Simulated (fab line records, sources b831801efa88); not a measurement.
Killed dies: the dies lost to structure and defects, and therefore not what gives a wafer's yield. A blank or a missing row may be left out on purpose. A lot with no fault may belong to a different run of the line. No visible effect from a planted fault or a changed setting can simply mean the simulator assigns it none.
Which tool was responsible? + flow sky130 + Sampling: 7 lots, 21 wafers, 5 of 708 route steps

== WHAT THE GAUGES SHOWED, per wafer ==
SKY_VIA1_CD_MEAS_12 targets a cd of 150 nm.
| lot  | measured     | on        | cd_nm (nm)        |
|------|--------------|-----------|-------------------|
| L408 | day 35 17:49 | cd_sem-01 | 149.7 149.7 150.3 |
| L407 | day 35 20:55 | cd_sem-01 | 149.4 149.3 148.2 |
| L413 | day 36 23:07 | cd_sem-01 | 150.5 149.2 149.6 |
| L414 | day 37 15:48 | cd_sem-01 | 150.7 150.4 150.5 |
| L417 | day 38 09:56 | cd_sem-01 | 163.0 165.0 164.7 |
| L421 | day 39 16:58 | cd_sem-02 | 148.9 151.2 149.2 |
| L429 | day 41 20:34 | cd_sem-02 | 148.0 147.6 147.1 |

== WHAT TOOL EACH LOT RAN ON (gives the tool, then ch and the chambers of the sampled wafers, and finally the start) ==
| lot  | SKY_CONTACT_CMP_04            | SKY_CONTACT_ETCH_16                | SKY_METAL1_SPUTTER_03        | SKY_VIA1_EXPOSE_09                |
|------|-------------------------------|------------------------------------|------------------------------|-----------------------------------|
| L408 | cmp-02 ch 1,2,3, day 32 04:26 | rie_diel-02 ch 0,2,3, day 33 08:16 | pvd_sputter-03, day 33 09:47 | krf_scanner-01 ch 0, day 35 04:31 |
| L407 | cmp-02 ch 2,3, day 32 07:34   | rie_diel-02 ch 0,1,3, day 33 11:28 | pvd_sputter-01, day 33 12:58 | krf_scanner-01 ch 0, day 35 07:41 |
| L413 | cmp-01 ch 0,1,2, day 33 09:52 | rie_diel-03 ch 0,1,3, day 34 14:23 | pvd_sputter-03, day 34 15:51 | krf_scanner-01 ch 0, day 36 09:46 |
| L414 | cmp-01 ch 1,2,3, day 34 05:18 | rie_diel-01 ch 0,3, day 35 08:29   | pvd_sputter-01, day 35 09:56 | krf_scanner-02 ch 0, day 37 03:05 |
| L417 | cmp-02 ch 0,1,2, day 34 21:37 | rie_diel-03 ch 0,2, day 36 01:25   | pvd_sputter-02, day 36 02:59 | krf_scanner-02 ch 0, day 37 20:46 |
| L421 | cmp-02 ch 0,1,3, day 36 08:10 | rie_diel-03 ch 2,3, day 37 11:14   | pvd_sputter-01, day 37 12:41 | krf_scanner-01 ch 0, day 39 05:13 |
| L429 | cmp-01 ch 0,1,2, day 38 13:28 | rie_diel-03 ch 0,2,3, day 39 15:05 | pvd_sputter-03, day 39 16:31 | krf_scanner-01 ch 0, day 41 08:20 |
- SKY_CONTACT_CMP_04: polishes SiO2.
- SKY_CONTACT_ETCH_16: etches BARC in N2/H2, stops on SiO2, time 45.9 s, target depth 60 nm.
- SKY_METAL1_SPUTTER_03: material Ti, target thk 5 nm, time 3.3 s.
- SKY_VIA1_EXPOSE_09: exposes mask VIM, target cd 150 nm.

== THE ANSWER, worked out from the rows above alone ==
Rule: usual is defined by the lots themselves. The widest of any qualifying gaps counts: lots, ordered by their means at a reading, are off when they make up no more than a third of the lots, leave a main group of 4 or more, and stand apart from it by 3 or more times the standard deviation of that group's means. Not used: any main group whose means are identical at the precision the tables above print for the reading. A lot without any number at a reading at which 4 lots or more have one is off too. Any other lot the step has rows for is counted as sound.
Off: L417 (SKY_VIA1_CD_MEAS_12, cd_nm). Mean 149.4 nm and standard deviation 0.94 in the main group.
If a tool, at a process step before that reading, ran all the lots that are off and no sound lot after the first of them, it fits. Those tools and the gauges at SKY_VIA1_CD_MEAS_12 are tried in the same way. Can't be told from this: 3 tools fit, pvd_sputter-02 at SKY_METAL1_SPUTTER_03, krf_scanner-02 at SKY_VIA1_EXPOSE_09, cd_sem-01 at SKY_VIA1_CD_MEAS_12.

== WHAT THE SIMULATOR PUT IN ==
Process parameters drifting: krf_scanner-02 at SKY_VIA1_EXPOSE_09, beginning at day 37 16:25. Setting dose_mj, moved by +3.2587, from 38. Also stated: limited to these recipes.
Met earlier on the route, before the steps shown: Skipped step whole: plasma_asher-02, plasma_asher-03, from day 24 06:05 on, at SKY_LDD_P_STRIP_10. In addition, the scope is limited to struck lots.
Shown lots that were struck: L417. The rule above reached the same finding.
